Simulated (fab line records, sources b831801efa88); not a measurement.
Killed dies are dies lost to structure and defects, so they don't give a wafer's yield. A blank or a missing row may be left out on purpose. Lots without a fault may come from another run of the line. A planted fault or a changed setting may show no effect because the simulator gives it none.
Chamber matching | flow gf180mcu | GF_V4_CMP_26 on cmp-01: 4 sister chambers
The step polishes, stops on SiO2, t overpolish 15 s, target thk 0 nm. 4 wafers are shown with their chamber, then 8 later ones without.

WAFERS WITH THEIR CHAMBER
wafer  | chamber | motor_current_A (A)
L261.1 | 1       | 11.6
L261.3 | 3       | 10.7
L261.4 | 2       | 10.4
L265.1 | 0       | 9.5

WAFERS WITHOUT THEIR CHAMBER
wafer  | motor_current_A (A)
L265.2 | 10.6
L265.4 | 12.1
L266.2 | 10.3
L266.3 | 10.1
L266.5 | 10.1
L275.1 | 10.4
L275.5 | 10.6
L275.6 | 12.1

WHICH CHAMBER EACH WENT THROUGH
wafer  | from the rows above          | in truth
L265.2 | can't be placed: 3 or 2      | 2
L265.4 | 1                            | 1
L266.2 | can't be placed: 2 or 3      | 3
L266.3 | can't be placed: 2 or 0 or 3 | 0
L266.5 | can't be placed: 2 or 0 or 3 | 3
L275.1 | can't be placed: 2 or 3      | 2
L275.5 | can't be placed: 3 or 2      | 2
L275.6 | 1                            | 1
Placed correctly: 2 of 8. Can't be placed from these rows: 6 (the true chamber is among the candidates in 6). Placed wrongly: 0.
How it was worked out, from the rows above alone: a wafer's distance from a chamber is the root of the sum, over the readings, of the square of ((its reading less the chamber's mean) divided by the reading's scatter). The wafer belongs to the nearest chamber; if the next one is less than 2 further off, it can't be placed. A chamber's mean is the mean of its shown wafers. The scatter: with one shown wafer a chamber, the root of the mean of the squares of how far each hidden wafer lies from its nearest shown one.
